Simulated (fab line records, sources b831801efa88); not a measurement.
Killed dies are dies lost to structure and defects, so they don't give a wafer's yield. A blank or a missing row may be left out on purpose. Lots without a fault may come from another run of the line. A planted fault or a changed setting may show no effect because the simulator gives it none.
Problem report in the 8D (eight disciplines) form, filled by code | flow gf180mcu | the parts of the form that need people (team, actions taken, sign-off) are left out

1. THE PROBLEM
V1_CVD_02_THK at GF_V1_THK_MEAS_03 reads a mean of 381 nm on 4 wafers of 2 lots; wafers without a fault read 848 nm with a standard deviation of 12. That is -39 standard deviations from the usual mean.
First seen on wafer L264.3, day 22 11:45, on film_metro-01. The record holds 36 wafers of 12 lots with a number at this step. Rule for "out", or "out of limits": more than 4 standard deviations from the usual mean. The other wafers with a number count as sound.

2. WHAT IT IS AND WHAT IT IS NOT
question                    | is                             | is not
which readings at this step | V1_CVD_02_THK                  | -
which lots                  | L264, L266                     | L252, L254, L257, L258, L269, L270, L271, L272, L274, L275
which wafers of those lots  | L264.3, L264.4, L266.2, L266.4 | L264.6, L266.6
read on which gauges        | film_metro-01, film_metro-04   | film_metro-03
when                        | from day 22 11:45              | up to then (13 sound wafers); but 19 sound wafers of L266, L269, L270, L271, L272, L274, L275 came after

3. SUSPECTS, AND WHAT RULES EACH OUT
Counting: a tool at a process step up to the reading stays a suspect if it ran every lot that is out. Sound lots after the first of them don't rule it out here, since some wafers of a struck lot are sound.
- the gauge at GF_V1_THK_MEAS_03: ruled out. The wafers that are out were read on 2 gauges (film_metro-01, film_metro-04).
- pecvd-01 at GF_V1_CVD_02 (deposits SiO2 from TEOS, target thk 850 nm, time 94.851 s): kept. It ran every lot that is out, first L264 (day 22 11:40); its last sound lot up to then is L257 (day 20 00:52).
Left after counting: pecvd-01 at GF_V1_CVD_02.

4. THE CAUSE (what the simulator had put in)
Process parameter drift: pecvd-01, from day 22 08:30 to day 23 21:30, at GF_V1_CVD_02. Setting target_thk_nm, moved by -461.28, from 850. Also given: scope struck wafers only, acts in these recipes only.
Counting left only this tool.

5. THE CHAIN OF EFFECTS, in route order
Each row: a reading whose mean over the struck wafers that have a number lies more than 3 standard deviations from the usual. Only readings for which the record gives a usual standard deviation are gone through. hours: the time from each lot's start at the first step in this table that gives one to its start at this step, as a median over the lots. sigmas: the change in usual standard deviations.
hours | step              | reading        | usual      | on struck wafers | change | sigmas
0     | GF_V1_THK_MEAS_03 | V1_CVD_02_THK  | 848 nm     | 381              | -467   | -39
-     | GF_V1_ETCH_17     | oes_product_au | 0.855 a.u. | 0.661            | -0.194 | -40
The process steps in it:
- GF_V1_ETCH_17: etches SiO2 in C4F8/O2/Ar, stops on TiN, target depth 630 nm.
Readings that are blank on the struck wafers while sound wafers have them: time_to_endpoint_s at GF_V1_CMP_04.
Later measuring or inspecting steps at which every struck wafer that the step has a row for has a number for every such reading, and none has moved that far: GF_V1_CD_MEAS_14, GF_V1_OVL_MEAS_15.

6. WHAT WOULD HAVE CAUGHT IT SOONER
In this record the first reading out of limits at a measuring or inspecting step was taken at day 22 11:45, 3 hours after the fault began at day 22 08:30.
Of the tool readings at GF_V1_CVD_02 for which the record gives a usual standard deviation, none was out on any struck wafer, so an alarm limit of 4 standard deviations on them would not have fired.
Of the lots that are out (2), L266 began GF_V1_CVD_02 on pecvd-01 after day 22 11:45. A hold on the tool at that time would have spared it.
